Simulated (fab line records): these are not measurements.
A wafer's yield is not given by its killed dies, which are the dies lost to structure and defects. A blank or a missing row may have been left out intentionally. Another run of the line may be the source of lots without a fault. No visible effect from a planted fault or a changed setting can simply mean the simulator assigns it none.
Which of the tools did it? | flow sky130 | 11 lots, 33 wafers sampled, at 5 steps of a route of 708

## WHAT THE GAUGES READ, wafer by wafer
SKY_VIA1_THK_MEAS_01. Usual: VIA1_HDPCVD_THK gives 1030 nm (standard deviation 11).
lot  | measured     | on            | VIA1_HDPCVD_THK (nm) | flag
L804 | day 33 22:56 | film_metro-02 | 1011 1025 1010       |
L805 | day 34 06:10 | film_metro-01 | 1035 1047 1037       |
L806 | day 34 21:08 | film_metro-03 | 1049 1049 1030       |
L807 | day 35 05:34 | film_metro-03 | 1027 1033 1035       |
L809 | day 35 16:28 | film_metro-02 | 1034 1030 1025       |
L817 | day 39 10:34 | film_metro-02 | 1045 1039 1042       |
L818 | day 39 13:30 | film_metro-02 | 1022 1031 1036       |
L820 | day 40 01:40 | film_metro-01 | 1029 1031 1032       |
L819 | day 40 08:17 | film_metro-02 | 1045 1043 1038       |
L822 | day 40 10:17 | film_metro-01 | 1040 1025 1035       |
L821 | day 40 15:39 | film_metro-03 | 1022 1016 1021       |

SKY_CAPM_OVL_MEAS_12. Usual: CAPM_OVL gives 0.3 nm (standard deviation 1.4).
lot  | measured     | on         | CAPM_OVL (nm)  | flag
L804 | day 38 12:41 | overlay-02 | 0.1 0.4 1.2    |
L805 | day 38 20:56 | overlay-02 | 0.4 0.3 1.4    |
L806 | day 39 08:57 | overlay-02 | 2.4 0.0 -1.5   |
L807 | day 39 17:58 | overlay-01 | 0.8 1.3 1.2    |
L809 | day 40 04:18 | overlay-01 | 1.2 0.2 -1.1   |
L817 | day 43 16:47 | overlay-02 | -0.7 0.9 0.5   |
L818 | day 43 18:46 | overlay-02 | -1.6 -3.1 -4.3 |
L820 | day 44 05:20 | overlay-02 | 1.3 1.2 3.2    |
L819 | day 44 10:34 | overlay-01 | 1.1 1.2 1.8    |
L822 | day 44 11:40 | overlay-02 | 0.3 -0.1 0.4   |
L821 | day 44 18:17 | overlay-01 | -1.0 -1.7 -1.6 |

## TOOL THAT RAN EACH LOT (tool first, then ch and the chambers of the sampled wafers, then the start)
lot  | SKY_CONTACT_ETCH_16                | SKY_VIA2_CMP_02               | SKY_VIA2_ETCH_15
L804 | rie_diel-02 ch 1,2, day 32 17:23   | cmp-02 ch 2,3, day 36 06:30   | rie_diel-01 ch 0,1,2, day 37 09:23
L805 | rie_diel-04 ch 0,1,3, day 33 00:26 | cmp-02 ch 2,3, day 36 14:16   | rie_diel-03 ch 2,3, day 37 17:16
L806 | rie_diel-02 ch 0,3, day 33 15:20   | cmp-01 ch 0,1,2, day 37 03:47 | rie_diel-03 ch 0,2,3, day 38 06:14
L807 | rie_diel-02 ch 1,2,3, day 33 23:23 | cmp-02 ch 0,1,3, day 37 13:31 | rie_diel-04 ch 1,3, day 38 15:53
L809 | rie_diel-04 ch 1,2,3, day 34 11:42 | cmp-02 ch 0,1,3, day 37 23:50 | rie_diel-01 ch 1,2,3, day 39 02:07
L817 | rie_diel-04 ch 0,1,2, day 38 06:32 | cmp-02 ch 0,1,3, day 41 16:42 | rie_diel-01 ch 1,2,3, day 42 16:44
L818 | rie_diel-04 ch 1,2, day 38 09:32   | cmp-01 ch 1,2,3, day 41 18:54 | rie_diel-04 ch 2,3, day 42 18:50
L820 | rie_diel-01 ch 1,3, day 38 22:18   | cmp-02 ch 0,1,3, day 42 06:02 | rie_diel-01 ch 2,3, day 43 05:19
L819 | rie_diel-01 ch 1,2,3, day 39 05:17 | cmp-01 ch 1,2,3, day 42 12:04 | rie_diel-03 ch 0,1,3, day 43 10:41
L822 | rie_diel-04 ch 1,3, day 39 07:12   | cmp-01 ch 0,2,3, day 42 14:05 | rie_diel-04 ch 1,2, day 43 13:08
L821 | rie_diel-04 ch 0,1,3, day 39 12:36 | cmp-02 ch 0,1,3, day 42 20:10 | rie_diel-01 ch 0,2,3, day 43 19:05
- SKY_CONTACT_ETCH_16: etches BARC in N2/H2, stops on SiO2, time 45.9 s, target depth 60 nm.
- SKY_VIA2_CMP_02: polishes SiO2.
- SKY_VIA2_ETCH_15: etches SiO2 in C4F8/O2/Ar, stops on TiN, target depth 546 nm, time 84 s.

## WHAT THE TOOLS THEMSELVES READ (means of the sampled wafers that have a number; where no wafer has one, the mark that the record gives instead)
SKY_CONTACT_ETCH_16. Usual: chamber_pressure_mTorr 30.001 mTorr, standard deviation 0.026; drypump_motor_current_A 5.7 A, standard deviation 0.4; oes_product_au 0.855 a.u., standard deviation 0.0045; rf_fwd_power_W 495.2 W, standard deviation 1.9; throttle_valve_pct 13.225 %, standard deviation 0.01.
lot  | tool        | chamber_pressure_mTorr (mTorr) | drypump_motor_current_A (A) | oes_product_au (a.u.) | rf_fwd_power_W (W) | throttle_valve_pct (%) | flag
L804 | rie_diel-02 | 29.994                         | 6.0                         | 0.849                 | 493.1              | 13.224                 |
L805 | rie_diel-04 | 30.000                         | 5.9                         | 0.853                 | 493.6              | 13.231                 |
L806 | rie_diel-02 | 30.008                         | 5.8                         | 0.858                 | 494.7              | 13.221                 |
L807 | rie_diel-02 | 30.002                         | 5.9                         | 0.852                 | 493.9              | 13.226                 |
L809 | rie_diel-04 | 29.989                         | 5.6                         | 0.858                 | 495.7              | 13.217                 |
L817 | rie_diel-04 | 29.982                         | 5.8                         | 0.856                 | 496.0              | 13.231                 |
L818 | rie_diel-04 | 29.979                         | 5.8                         | 0.856                 | 497.2              | 13.222                 |
L820 | rie_diel-01 | 29.991                         | 5.4                         | 0.854                 | 496.5              | 13.230                 |
L819 | rie_diel-01 | 30.024                         | 5.2                         | 0.854                 | 494.8              | 13.223                 |
L822 | rie_diel-04 | 30.003                         | 5.9                         | 0.854                 | 495.9              | 13.226                 |
L821 | rie_diel-04 | 29.986                         | 5.9                         | 0.856                 | 496.7              | 13.230                 |

SKY_VIA2_CMP_02. Usual: motor_current_A at 12.9 A, with a standard deviation of 0.85.
lot  | tool   | motor_current_A (A) | flag
L804 | cmp-02 | 13.1                |
L805 | cmp-02 | 12.4                |
L806 | cmp-01 | 12.6                |
L807 | cmp-02 | 12.4                |
L809 | cmp-02 | 12.4                |
L817 | cmp-02 | 12.7                |
L818 | cmp-01 | 12.6                |
L820 | cmp-02 | 12.9                |
L819 | cmp-01 | 12.8                |
L822 | cmp-01 | 12.6                |
L821 | cmp-02 | 12.4                |

SKY_VIA2_ETCH_15. Usual: chamber_pressure_mTorr 40.00 mTorr, standard deviation 0.036; oes_product_au 0.939 a.u., standard deviation 0.0044; rf_fwd_power_W 1490 W, standard deviation 5.1.
lot  | tool        | chamber_pressure_mTorr (mTorr) | oes_product_au (a.u.) | rf_fwd_power_W (W) | flag
L804 | rie_diel-01 | 39.99                          | 0.941                 | 1486               |
L805 | rie_diel-03 | 40.03                          | 0.939                 | 1487               |
L806 | rie_diel-03 | 40.00                          | 0.942                 | 1491               |
L807 | rie_diel-04 | 39.96                          | 0.944                 | 1493               |
L809 | rie_diel-01 | 39.99                          | 0.957                 | 1486               | OFF
L817 | rie_diel-01 | 39.99                          | 0.942                 | 1491               |
L818 | rie_diel-04 | 40.02                          | 0.941                 | 1489               |
L820 | rie_diel-01 | 40.00                          | 0.940                 | 1489               |
L819 | rie_diel-03 | 40.06                          | 0.935                 | 1487               |
L822 | rie_diel-04 | 39.99                          | 0.933                 | 1497               |
L821 | rie_diel-01 | 40.00                          | 0.937                 | 1486               |

## THE ANSWER, worked out from the rows above alone
Rule: lot off if the mean of its wafers having a number is beyond 3 standard deviations from the usual mean. A lot without any number at a reading at which 4 lots or more have one is off too. The other lots that the step has rows for count as sound. The gauges are gone through in route order, then the tools' own readings, and for those a lot's mean is taken as printed above. At the first step where some lot is off, the reading lying furthest off is the one used; lots without a number count as furthest.
Off at SKY_VIA2_ETCH_15 (oes_product_au): L809.
A tool fits if, at that step or a process step before it, it ran every lot that is off, and no sound lot after the first of them. No candidate that was tried fits.

## WHAT THE SIMULATOR HAD PUT IN
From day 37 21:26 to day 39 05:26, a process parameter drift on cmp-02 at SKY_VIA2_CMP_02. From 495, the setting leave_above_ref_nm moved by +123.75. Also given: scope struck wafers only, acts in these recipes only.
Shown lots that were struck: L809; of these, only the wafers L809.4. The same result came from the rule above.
